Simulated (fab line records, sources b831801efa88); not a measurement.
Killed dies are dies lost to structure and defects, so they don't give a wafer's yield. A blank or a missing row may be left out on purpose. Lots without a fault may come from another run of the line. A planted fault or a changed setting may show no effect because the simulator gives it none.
fab line records | flow sky130
record lots=7 wafers=21 last_day=50
route steps=708 shown LI_CONTACT@384 LOCAL_INTERCONNECT@387
lots that met no fault: from a run of the same line without faults
start_h: hours from the record's first day to the start of the lot's first wafer shown | wait_h: hours since the lot's step before | " the same as in the row above | L1.1+2: a row that stands for several wafers | - no value, or no start given | * or withheld: withheld | < > ~ a bound
route shown NAME@n: a module of which the file shows steps, and the number in the route of the first | usual: mean/standard deviation of fault-free wafers | same: alike in all rows | chamber/n: place in a boat | sites: the reading at each site | _std_site: their standard deviation | _edge_site: outer sites' mean less inner sites' | radius_mm: how far each site lies from the wafer's centre | mask NAME#n: copy n | behind: the tool/chamber that last shaped the wafer | hold: why the lot was held/for how many hours/how that ended | device: the transistor (n, p or np) that didn't switch | end of line: the same wafers' tests at the end of the route | a step without rows: its recipe alone | killed: dies lost to structure and defects at the first sort, not the wafer's yield | map: a wafer's dies, x killed, . not, _ none there
set.NAME: the setting as run; set.NAME@STEP: as run at that earlier step | model.NAME: the simulator's own value behind a step, which no gauge read
lots at some steps of the route; a table a step, a row a wafer
services: from which hour (start_h, from the record's first day; less than 0 if before it) a tool's chamber was out of use, for how many hours, and why
## steps
# step SKY_LI_CONTACT_RS_MEAS_22
# recipe thk_meas_gauge=four-point-probe reads=W_of_LI_CONTACT_CVD_21+TiN_of_LI_CONTACT_SPUTTER_20+Ti_of_LI_CONTACT_SPUTTER_19
# usual LI_CONTACT_W_RS=0.288/0.0032
# columns lot.wafer tool chamber start_h wait_h LI_CONTACT_W_RS[ohm/sq]
L211.1 film_metro-04 - 707.85 0.1 0.292
L211.2 " - " " 0.290
L211.6 " - " " 0.285
L216.1 film_metro-04 - 739.73 0.1 0.282
L216.3 " - " " 0.287
L216.4 " - " " 0.285
L217.2 film_metro-01 - 750.90 0.1 0.288
L217.5 " - " " 0.291
L217.6 " - " " 0.291
L218.1 film_metro-04 - 760.46 0.1 0.285
L218.2 " - " " 0.283
L218.3 " - " " 0.285
L226.1 film_metro-04 - 820.72 0.1 0.291
L226.3 " - " " 0.291
L226.4 " - " " 0.290
L228.1 film_metro-01 - 833.75 0.1 0.292
L228.5 " - " " 0.291
L228.6 " - " " 0.291
L230.1 film_metro-03 - 842.92 0.1 0.288
L230.2 " - " " 0.287
L230.3 " - " " 0.285
# step SKY_LI_CONTACT_THK_MEAS_23
# recipe thk_meas_gauge=xrf reads=W_of_LI_CONTACT_CVD_21
# usual LI_CONTACT_W_THK=385/4.8
# columns lot.wafer tool chamber start_h wait_h LI_CONTACT_W_THK[nm]
L211.1 film_metro-04 - 707.97 0.1 380
L211.2 " - " " 385
L211.6 " - " " 390
L216.1 film_metro-04 - 739.85 0.1 395
L216.3 " - " " 389
L216.4 " - " " 389
L217.2 film_metro-01 - 751.01 0.1 384
L217.5 " - " " 385
L217.6 " - " " 379
L218.1 film_metro-04 - 760.58 0.1 394
L218.2 " - " " 397
L218.3 " - " " 392
L226.1 film_metro-04 - 820.84 0.1 385
L226.3 " - " " 385
L226.4 " - " " 383
L228.1 film_metro-01 - 833.87 0.1 382
L228.5 " - " " 383
L228.6 " - " " 384
L230.1 film_metro-03 - 843.04 0.1 383
L230.2 " - " " 382
L230.3 " - " " 384
# step SKY_LI_CONTACT_CMP_24
# recipe stop_on=PSG t_overpolish_s=20 down_force_psi=3.5 platen_rpm=60 target_thk_nm=0 pad_velocity_m_s=0.94248
# usual edge_zone_pressure_frac=1.000/0.005 motor_current_A=11.2/1.3 overpolish_run_s=19.999/0.0094 retaining_ring_pressure_frac=1.001/0.005 time_to_endpoint_s=94/5.4
# columns lot.wafer tool chamber start_h wait_h edge_zone_pressure_frac motor_current_A overpolish_run_s retaining_ring_pressure_frac time_to_endpoint_s
L211.2 cmp-01 3 708.08 0.1 0.997 8.8 20.011 1.008 86
L211.1 " 0 " " 1.000 13.3 20.001 1.004 93
L211.6 " 3 " " 0.994 8.7 19.993 1.012 89
L216.1 cmp-01 2 739.91 0.1 0.996 9.4 20.005 1.002 95
L216.3 " 3 " " 1.002 8.8 19.985 1.005 82
L216.4 " 0 " " 0.998 13.2 20.012 1.009 91
L217.2 cmp-02 0 751.11 0.1 1.005 11.1 20.016 1.005 92
L217.5 " 3 " " 1.001 11.5 19.997 0.999 93
L217.6 " 0 " " 1.005 11.2 19.994 1.001 92
L218.3 cmp-02 3 760.64 0.0 0.997 11.4 19.995 0.999 93
L218.1 " 0 " " 1.000 10.6 19.977 0.998 96
L218.2 " 1 " " 1.003 12.1 20.008 1.002 95
L226.3 cmp-01 2 820.90 0.0 1.000 10.6 20.001 0.993 97
L226.1 " 3 " " 1.000 9.1 20.009 0.993 86
L226.4 " 0 " " 1.002 13.3 19.998 1.002 95
L228.1 cmp-02 3 833.93 0.1 1.004 11.2 19.998 0.995 90
L228.6 " 3 " " 1.001 11.4 20.002 1.000 94
L228.5 " 0 " " 0.992 10.3 19.982 1.009 89
L230.1 cmp-02 3 843.10 0.1 1.006 11.5 20.016 1.000 100
L230.2 " 1 " " 1.003 12.3 20.002 1.002 95
L230.3 " 2 " " 0.993 10.9 20.004 0.998 104
# step SKY_LOCAL_INTERCONNECT_SPUTTER_00
# recipe material=TiN target_thk_nm=100 temp_c=300 power_w=6500 time_s=83.3 chamber_pressure_pa=0.4
# usual throttle_valve_pct=30.1/1.2
# columns lot.wafer tool chamber start_h wait_h throttle_valve_pct
L211.1 pvd_sputter-01 - 708.33 0.1 32.2
L211.2 " - " " 29.6
L211.6 " - " " 28.7
L216.1 pvd_sputter-01 - 740.21 0.2 29.4
L216.3 " - " " 31.8
L216.4 " - " " 28.1
L217.2 pvd_sputter-03 - 751.36 0.2 29.0
L217.5 " - " " 28.6
L217.6 " - " " 32.2
L218.1 pvd_sputter-03 - 760.94 0.2 31.2
L218.2 " - " " 28.9
L218.3 " - " " 29.0
L226.1 pvd_sputter-04 - 821.20 0.2 30.6
L226.3 " - " " 29.9
L226.4 " - " " 29.1
L228.1 pvd_sputter-03 - 834.23 0.2 31.6
L228.5 " - " " 28.9
L228.6 " - " " 28.8
L230.1 pvd_sputter-04 - 843.40 0.2 29.9
L230.2 " - " " 30.7
L230.3 " - " " 30.6
# step SKY_LOCAL_INTERCONNECT_RS_MEAS_01
# recipe thk_meas_gauge=four-point-probe reads=TiN_of_LOCAL_INTERCONNECT_SPUTTER_00
# usual LOCAL_INTERCONNECT_TIN_RS=14.11/0.17
# columns lot.wafer tool chamber start_h wait_h LOCAL_INTERCONNECT_TIN_RS[ohm/sq]
L211.1 film_metro-03 - 708.39 0.0 13.99
L211.2 " - " " 14.22
L211.6 " - " " 14.03
L216.1 film_metro-04 - 740.28 0.0 14.59
L216.3 " - " " 14.37
L216.4 " - " " 14.33
L217.2 film_metro-02 - 751.45 0.1 13.83
L217.5 " - " " 13.95
L217.6 " - " " 13.99
L218.1 film_metro-02 - 761.01 0.0 14.11
L218.2 " - " " 13.76
L218.3 " - " " 14.00
L226.1 film_metro-02 - 821.26 0.0 14.48
L226.3 " - " " 13.84
L226.4 " - " " 14.27
L228.1 film_metro-02 - 834.29 0.0 13.95
L228.5 " - " " 13.83
L228.6 " - " " 13.74
L230.1 film_metro-03 - 843.46 0.0 13.91
L230.2 " - " " 14.13
L230.3 " - " " 14.32
# step SKY_LOCAL_INTERCONNECT_THK_MEAS_02
# recipe thk_meas_gauge=xrf reads=TiN_of_LOCAL_INTERCONNECT_SPUTTER_00
# usual LOCAL_INTERCONNECT_TIN_THK=99.7/1.2
# columns lot.wafer tool chamber start_h wait_h LOCAL_INTERCONNECT_TIN_THK[nm]
L211.1 film_metro-03 - 708.51 0.1 100.8
L211.2 " - " " 99.3
L211.6 " - " " 100.3
L216.1 film_metro-04 - 740.40 0.1 96.5
L216.3 " - " " 98.0
L216.4 " - " " 98.5
L217.2 film_metro-02 - 751.56 0.1 101.1
L217.5 " - " " 100.5
L217.6 " - " " 100.2
L218.1 film_metro-02 - 761.13 0.1 99.7
L218.2 " - " " 101.7
L218.3 " - " " 100.3
L226.1 film_metro-02 - 821.38 0.1 97.5
L226.3 " - " " 101.7
L226.4 " - " " 99.2
L228.1 film_metro-02 - 834.41 0.1 100.7
L228.5 " - " " 102.3
L228.6 " - " " 102.8
L230.1 film_metro-03 - 843.58 0.1 101.0
L230.2 " - " " 99.0
L230.3 " - " " 97.9
# step SKY_LOCAL_INTERCONNECT_DEHYDRATE_03
# recipe temp_c=200 time_s=60
# step SKY_LOCAL_INTERCONNECT_HMDS_04
# recipe prime_time_s=60 prime_temp_c=120
# step SKY_LOCAL_INTERCONNECT_COAT_05
# recipe resist=BARC temp_c=withheld time_s=withheld spin_rpm=3000 resist_thk_nm=60
# step SKY_LOCAL_INTERCONNECT_COAT_06
# recipe resist=KrF-thick spin_rpm=2951 resist_thk_nm=450
# step SKY_LOCAL_INTERCONNECT_SOFTBAKE_07
# recipe temp_c=100 time_s=90 resist=KrF-thick
# step SKY_LOCAL_INTERCONNECT_EXPOSE_08
# recipe mask_id=LI1M na=0.8 source_shape=annular sigma_inner=0.55 sigma_outer=0.85 target_cd_nm=170 dose_mj=28
# step SKY_LOCAL_INTERCONNECT_PEB_09
# recipe peb_temp_c=withheld peb_time_s=withheld resist=KrF-thick
# usual chill_plate_temp_C=* exhaust_pa=44.9/0.86 resist_line_temp_C=*
# columns lot.wafer tool chamber start_h wait_h chill_plate_temp_C exhaust_pa resist_line_temp_C
L211.1 litho_track-03 0 736 - * 44.2 *
L211.2 " 0 " " * 44.5 *
L211.6 " 0 " " * 44.7 *
L216.1 litho_track-01 - 766 - - - -
L216.3 " - 767 - - - -
L216.4 " - " " - - -
L217.2 litho_track-02 - 778 - - - -
L217.5 " - " " - - -
L217.6 " - " " - - -
L218.1 litho_track-03 - 787 - - - -
L218.2 " - " " - - -
L218.3 " - " " - - -
L226.1 litho_track-03 0 847 - * 45.9 *
L226.3 " 0 " " * 45.1 *
L226.4 " 0 " " * 45.0 *
L228.1 litho_track-02 0 859 - * 45.1 *
L228.5 " 0 " " * 44.7 *
L228.6 " 0 " " * 45.1 *
L230.1 litho_track-01 0 869 - * 45.9 *
L230.2 " 0 " " * 46.0 *
L230.3 " 0 " " * 44.8 *
# step SKY_LOCAL_INTERCONNECT_DEVELOP_10
# recipe develop_time_s=60 resist=KrF-thick dev_temp_c=21
## services
# columns tool chamber start_h hours kind
cmp-01 - 698.25 0.8 repair
cmp-01 - 716.87 0.8 repair
pvd_sputter-04 - 718.25 4.7 repair
cmp-01 - 751.72 1.2 repair
cmp-01 - 793.39 4.0 pm
cmp-01 - 797.39 - consumable_replace:conditioner
cmp-01 - 797.39 - consumable_replace:pad
pvd_sputter-01 - 809.19 6.6 repair
cmp-02 - 849.64 0.9 repair
## key
first_sign step=SKY_LOCAL_INTERCONNECT_PEB_09 reading=tool_record direction=missing
effect none on later readings
met_at SKY_LOCAL_INTERCONNECT_PEB_09
struck_wafers L216.1,L216.3,L216.4,L217.2,L217.5,L217.6,L218.1,L218.2,L218.3
later_rows_left_out L216.1,L216.3,L216.4,L217.2,L217.5,L217.6,L218.1,L218.2,L218.3
sort_left_out L216.1,L216.3,L216.4,L217.2,L217.5,L217.6,L218.1,L218.2,L218.3
tester_left_out L216,L217,L218
fault kind=skipped_step_whole tool=litho_track-01,litho_track-02,litho_track-03 chamber=- onset_h=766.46 steps=SKY_LOCAL_INTERCONNECT_PEB_09 scope=struck_lots_only
# tester_left_out: of these lots the tester's yield and bins aren't shown, on N5 and GAA mostly nor the transistor test; their killed dies are dies lost to structure and defects alone, not to doping, threshold or leakage, so they don't give the yield
# sort_left_out: the simulated sort isn't trusted on such a fault, so these wafers' sort isn't shown, and their yield isn't known
# later_rows_left_out: the simulator's readings of these wafers behind a module that went badly wrong aren't trusted and aren't shown, but for the sort
